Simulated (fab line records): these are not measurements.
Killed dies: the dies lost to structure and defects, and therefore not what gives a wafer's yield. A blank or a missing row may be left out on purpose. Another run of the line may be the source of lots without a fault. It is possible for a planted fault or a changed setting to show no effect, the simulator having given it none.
fab line records    flow sfq-line
record: lots: 6  wafers: 18  last-day: 91
route steps=325 shown M4@148
lots that met no fault: taken from a fault-free run of the same line
start-h: hours from the record's first day to the start of the lot's first wafer shown    wait-h: how many hours have passed since the lot's step before this one    " unchanged from the row above    L1.1+2: several wafers, shown together as one row    - no value, or no start given    * or withheld: withheld    < > ~ a bound
route shown NAME@n: NAME is a module with steps in the file, n the number in the route of the first one    usual: mean and standard deviation over wafers with no fault    same: alike in all rows    chamber/n: place in a boat    sites: the reading at each site    _std_site: standard deviation of those values    _edge_site: inner sites' mean taken away from outer sites' mean    radius-mm: for every site, how far away it sits from the centre of the wafer    mask NAME#n: copy n    behind: the most recent tool/chamber to have shaped the wafer    hold: why the lot was held/for how many hours/how that ended    device: names the non-switching transistor (n, p or np)    end of line: tests run on the same wafers once the route is complete    a step with no rows: only its recipe    killed: dies that structure and defects cost at the first sort, which is not the same as the wafer's yield    map: a wafer's dies, x killed, . not, _ none there
set.NAME: the setting as run; set.NAME@STEP: as run at that earlier step    model.NAME: the simulator's own value behind a step, which no gauge read
lots seen at some steps along the route; tables by step, rows by wafer
services: from which hour (start-h, from the record's first day; less than 0 if before it) a tool's chamber was out of use, for how many hours, and why
== steps ==
step: SFQ_TRILAYER_M4_DEP_PRE_CLEAN_092
recipe: gas: Ar  time-s: 22.5  bias-v: 250
step: SFQ_TRILAYER_M4_DEP_SPUTTER_091
recipe: material: Nb  base-pressure-pa: 1.33e-06  chamber-pressure-pa: 0.1333  substrate-temp-c: 20  resputter-cathode-voltage-v: 400  target-thk-nm: 200  power-w: 2000  time-s: 133.3
usual: throttle-valve-pct: 30.1/0.79
same: time-s: 133.3
lot.wafer  tool            chamber  start-h  wait-h  throttle-valve-pct
L237.4     pvd-sputter-04  -        1166.47  0.0     31.9
L237.5     "               -        "        "       29.5
L237.6     "               -        "        "       31.2
L246.2     pvd-sputter-04  -        1239.92  0.0     30.6
L246.3     "               -        "        "       29.4
L246.4     "               -        "        "       31.6
L247.2     pvd-sputter-04  -        1262.26  0.0     29.5
L247.3     "               -        "        "       31.8
L247.6     "               -        "        "       31.4
L248.1     pvd-sputter-05  -        1265.69  0.0     29.0
L248.2     "               -        "        "       28.9
L248.6     "               -        "        "       29.1
L252.2     pvd-sputter-05  -        1358.52  0.0     29.9
L252.3     "               -        "        "       29.3
L252.5     "               -        "        "       28.9
L254.1     pvd-sputter-06  -        1487.09  0.0     29.2
L254.3     "               -        "        "       30.1
L254.6     "               -        "        "       30.5
step: SFQ_M4_RS_MEAS_924
recipe: thk-meas-gauge: four-point-probe  reads: Nb_of_TRILAYER_M4_DEP_SPUTTER_091
usual: M4_NB_RS: 0.895/0.0088
lot.wafer  tool           chamber  start-h  wait-h  M4_NB_RS[ohm/sq]
L237.4     film-metro-01  -        1166.62  0.1     0.892
L237.5     "              -        "        "       0.902
L237.6     "              -        "        "       0.899
L246.2     film-metro-04  -        1240.03  0.1     0.904
L246.3     "              -        "        "       0.904
L246.4     "              -        "        "       0.904
L247.2     film-metro-03  -        1262.37  0.1     0.894
L247.3     "              -        "        "       0.898
L247.6     "              -        "        "       0.889
L248.1     film-metro-03  -        1265.78  0.0     0.884
L248.2     "              -        "        "       0.891
L248.6     "              -        "        "       0.879
L252.2     film-metro-04  -        1358.63  0.1     0.894
L252.3     "              -        "        "       0.903
L252.5     "              -        "        "       0.897
L254.1     film-metro-03  -        1487.18  0.0     0.883
L254.3     "              -        "        "       0.883
L254.6     "              -        "        "       0.885
step: SFQ_TRILAYER_M4_LITHO_COAT_098
recipe: resist: BARC  spin-rpm: 3000  resist-thk-nm: 62
step: SFQ_TRILAYER_M4_LITHO_COAT_093
recipe: resist: KrF  spin-rpm: 3000  resist-thk-nm: 600
step: SFQ_TRILAYER_M4_LITHO_SOFTBAKE_097
recipe: temp-c: withheld  time-s: withheld  resist: KrF
step: SFQ_TRILAYER_M4_LITHO_EXPOSE_094
recipe: mask-id: M4  na: 0.6  source-shape: conventional  sigma-outer: 0.65  target-cd-nm: 500  dose-mj: 14.4
step: SFQ_TRILAYER_M4_LITHO_PEB_096
recipe: peb-temp-c: 115  peb-time-s: 60  resist: KrF
step: SFQ_TRILAYER_M4_LITHO_DEVELOP_095
recipe: time-s: 60  resist: KrF
step: SFQ_M4_OVL_MEAS_926
usual: M4_OVL: 1/4.6
lot.wafer  tool        chamber  start-h  wait-h  M4_OVL[nm]
L237.4     overlay-01  -        1170.29  0.1     0
L237.5     "           -        "        "       -2
L237.6     "           -        "        "       -2
L246.2     overlay-02  -        1375.75  0.1     0
L246.3     "           -        "        "       0
L246.4     "           -        "        "       -3
L247.2     overlay-02  -        1391.35  0.1     1
L247.3     "           -        "        "       6
L247.6     "           -        "        "       0
L248.1     overlay-02  -        1396.15  0.1     2
L248.2     "           -        "        "       0
L248.6     "           -        "        "       1
L252.2     overlay-01  -        1477.92  0.1     7
L252.3     "           -        "        "       1
L252.5     "           -        "        "       5
L254.1     overlay-02  -        1489.89  0.1     5
L254.3     "           -        "        "       -2
L254.6     "           -        "        "       -1
step: SFQ_TRILAYER_M4_BARC_OPEN_METAL_ETCH_123
recipe: mask-material: PR  chemistry: O2  target-depth-nm: 125  target: BARC  icp-w: 600  bias-w: 80  pressure-mtorr: 10  time-s: 41.7
usual: drypump-motor-current-A: 6.0/0.44  oes-product-au: 0.685/0.0044
same: time-s: 41.7
lot.wafer  tool          chamber  start-h  wait-h  drypump-motor-current-A  oes-product-au  rf-hours-counter-h
L237.4     rie-metal-01  0        1170.33  0.0     5.4                      0.687           -
L237.5     "             1        "        "       5.6                      0.684           -
L237.6     "             0        "        "       5.4                      0.689           -
L246.2     rie-metal-03  0        1375.78  0.0     6.4                      0.685           37
L246.3     "             1        "        "       6.0                      0.685           -
L246.4     "             0        "        "       6.4                      0.690           -
L247.2     rie-metal-03  1        1391.38  0.0     6.0                      0.681           32
L247.3     "             0        "        "       6.4                      0.683           -
L247.6     "             1        "        "       6.0                      0.690           -
L248.1     rie-metal-03  1        1396.18  0.0     6.0                      0.690           33
L248.2     "             0        "        "       6.4                      0.682           39
L248.6     "             1        "        "       6.0                      0.678           -
L252.2     rie-metal-01  1        1477.95  0.0     5.6                      0.688           57
L252.3     "             0        "        "       5.4                      0.678           -
L252.5     "             0        "        "       5.4                      0.681           -
L254.1     rie-metal-01  1        1489.93  0.0     5.6                      0.680           59
L254.3     "             1        "        "       5.6                      0.678           -
L254.6     "             1        "        "       5.6                      0.682           -
step: SFQ_TRILAYER_M4_ETCH_METAL_ETCH_096
recipe: target: Nb  stop-on: SiO2  mask-material: PR  chemistry: Cl2/Ar  target-depth-nm: 240  icp-w: 600  bias-w: 80  pressure-mtorr: 10  time-s: 120
usual: drypump-motor-current-A: 6.0/0.45  oes-product-au: 0.891/0.0065
same: time-s: 120
lot.wafer  tool          chamber  start-h  wait-h  drypump-motor-current-A  oes-product-au  rf-hours-counter-h  model.KrF_of_TRILAYER_M4_LITHO_COAT_093.thk-nm  model.SiO2_of_TRILAYER_I3_DEP_PECVD_081.thk-nm  model.M4.feature-depth-nm
L237.4     rie-metal-01  0        1170.41  0.1     5.4                      0.893           -                   385.7                                           192.3                                           199.9
L237.5     "             1        "        "       5.6                      0.890           -                   382.4                                           192.1                                           197.9
L237.6     "             0        "        "       5.4                      0.895           -                   385.5                                           192.9                                           198.4
L246.2     rie-metal-03  0        1375.84  0.0     6.4                      0.887           37                  379.3                                           189.6                                           197.2
L246.3     "             1        "        "       6.1                      0.891           -                   380.4                                           192                                             197.6
L246.4     "             0        "        "       6.4                      0.890           -                   380.8                                           190.5                                           197.4
L247.2     rie-metal-03  1        1391.44  0.0     6.1                      0.889           32                  329.8                                           183.2                                           207.4
L247.3     "             0        "        "       6.3                      0.887           -                   328.3                                           183.4                                           206.6
L247.6     "             1        "        "       6.1                      0.888           -                   377.9                                           191.5                                           199.7
L248.1     rie-metal-03  1        1396.24  0.0     6.0                      0.905           33                  331.1                                           182.4                                           209.5
L248.2     "             0        "        "       6.4                      0.892           39                  330.1                                           183.5                                           208.1
L248.6     "             1        "        "       6.0                      0.902           -                   380.1                                           192.5                                           202.2
L252.2     rie-metal-01  1        1478.01  0.0     5.6                      0.887           57                  383.6                                           193.1                                           199.5
L252.3     "             0        "        "       5.4                      0.892           -                   385.3                                           192.9                                           198.1
L252.5     "             0        "        "       5.4                      0.893           -                   383.7                                           191.3                                           198.7
L254.1     rie-metal-01  1        1490.04  0.1     5.6                      0.903           59                  385.5                                           191.8                                           200.7
L254.3     "             1        "        "       5.6                      0.894           -                   385.9                                           192.4                                           201.2
L254.6     "             1        "        "       5.6                      0.897           -                   383.7                                           191.9                                           200.7
step: SFQ_TRILAYER_M4_STRIP_STRIP_097
recipe: gas: O2  power-w: 200  platen-temp-c: 40  overash-fraction: 0.65  chemistry: O2  pressure-mtorr: 50
usual: drypump-motor-current-A: 6.0/0.44  oes-product-au: 1.000/0.008
lot.wafer  tool          chamber  start-h  wait-h  drypump-motor-current-A  oes-product-au  rf-hours-counter-h
L237.4     rie-metal-01  0        1170.70  0.2     5.4                      0.989           -
L237.5     "             1        "        "       5.6                      0.988           -
L237.6     "             0        "        "       5.4                      0.986           -
L246.2     rie-metal-03  0        1375.97  0.1     6.4                      0.996           37
L246.3     "             1        "        "       6.0                      1.003           -
L246.4     "             0        "        "       6.4                      1.001           -
L247.2     rie-metal-03  1        1391.57  0.1     6.0                      1.003           32
L247.3     "             0        "        "       6.4                      0.995           -
L247.6     "             1        "        "       6.0                      0.991           -
L248.1     rie-metal-03  1        1396.37  0.1     6.0                      1.000           33
L248.2     "             0        "        "       6.4                      0.991           40
L248.6     "             1        "        "       6.0                      1.002           -
L252.2     rie-metal-01  1        1478.13  0.1     5.6                      0.991           58
L252.3     "             0        "        "       5.4                      0.992           -
L252.5     "             0        "        "       5.4                      0.995           -
L254.1     rie-metal-01  1        1490.29  0.2     5.6                      1.000           60
L254.3     "             1        "        "       5.6                      1.000           -
L254.6     "             1        "        "       5.6                      0.986           -
== services ==
tool            chamber  start-h  hours  kind
rie-metal-01    -        1163.95  0.2    repair
pvd-sputter-05  -        1169.74  3.4    repair
rie-metal-03    -        1184.62  0.5    repair
pvd-sputter-04  -        1186.84  2.6    repair
pvd-sputter-04  3        1189.40  -      consumable-replace:kit
pvd-sputter-04  3        1189.40  18.0   scheduled-down
pvd-sputter-05  -        1191.68  16.7   repair
pvd-sputter-06  -        1226.30  7.5    repair
rie-metal-03    -        1240.86  2.8    pm
pvd-sputter-06  -        1246.08  4.5    repair
pvd-sputter-06  -        1258.48  2.2    repair
pvd-sputter-05  -        1282.59  19.4   repair
pvd-sputter-06  -        1324.96  0.8    repair
rie-metal-01    -        1347.60  2.8    pm
pvd-sputter-06  -        1359.11  1.5    repair
pvd-sputter-06  -        1388.83  1.0    repair
pvd-sputter-06  -        1409.50  4.4    repair
pvd-sputter-04  -        1424.35  2.6    repair
rie-metal-03    1        1434.59  7.9    repair
pvd-sputter-04  -        1442.35  2.9    repair
rie-metal-01    0        1489.40  -      clean
rie-metal-01    0        1489.40  -      consumable-replace:focus-ring
rie-metal-01    0        1489.40  27.6   scheduled-down
rie-metal-01    0        1489.40  27.6   vent-cycle
== key ==
first-sign none at tools or gauges
model-effect: step: SFQ_TRILAYER_M4_ETCH_METAL_ETCH_096  value: KrF_of_TRILAYER_M4_LITHO_COAT_093.thk-nm  without: 380.6  struck: 329.8
met-at SFQ_TRILAYER_M4_ETCH_METAL_ETCH_096
struck-wafers L247.2,L247.3,L248.1,L248.2
onset-between 1375.84 1391.44
fault: kind: process-parameter-drift  tool: rie-metal-03  chamber: -  onset-h: 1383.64  steps: SFQ_TRILAYER_M4_ETCH_METAL_ETCH_096  channel: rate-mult  offset: 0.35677  shape: step  end-h: 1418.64  scope: struck-wafers-only
